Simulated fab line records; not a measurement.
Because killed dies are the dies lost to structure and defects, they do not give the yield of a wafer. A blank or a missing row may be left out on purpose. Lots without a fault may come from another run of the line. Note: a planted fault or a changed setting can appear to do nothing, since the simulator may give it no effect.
Matching of chambers -- flow sky130 -- 3 sister chambers for SKY_PASSIVATION_CVD_02 on pecvd-03
The step deposits Si3N4, target thk 540 nm. 3 wafers are shown with their chamber, then 9 later ones without.

== WAFERS PAIRED WITH THEIR CHAMBERS ==
wafer,chamber,heater-power-w (W)
L085.3,2,918
L087.5,0,816
L087.6,1,522

== WAFERS WITH NO CHAMBER GIVEN ==
wafer,heater-power-w (W)
L092.2,588
L092.4,634
L092.5,783
L093.2,642
L093.4,771
L093.6,523
L096.2,827
L096.4,852
L096.6,864

== EACH ONE'S CHAMBER ==
wafer,from the rows above,in truth
L092.2,1,1
L092.4,can't be placed: 1 or 0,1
L092.5,can't be placed: 0 or 2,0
L093.2,can't be placed: 1 or 0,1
L093.4,can't be placed: 0 or 2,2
L093.6,1,1
L096.2,can't be placed: 0 or 2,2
L096.4,can't be placed: 0 or 2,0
L096.6,can't be placed: 0 or 2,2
2 of 9 placed correctly. Unplaceable from these rows: 7, with the true chamber sitting among the candidates in 7. 0 placed wrongly.
How it was worked out, from the rows above alone: a wafer's distance from a chamber is the root of the sum, over the readings, of the square of ((its reading less the chamber's mean) divided by the reading's scatter). If the next closest chamber is less than 2 further off than the closest, the wafer can't be placed; otherwise it belongs to the closest. For every chamber, the mean is computed from those of its wafers that are shown. The scatter (one wafer shown for each chamber): square how far every hidden wafer sits from the nearest shown wafer, average those squares and take the square root.
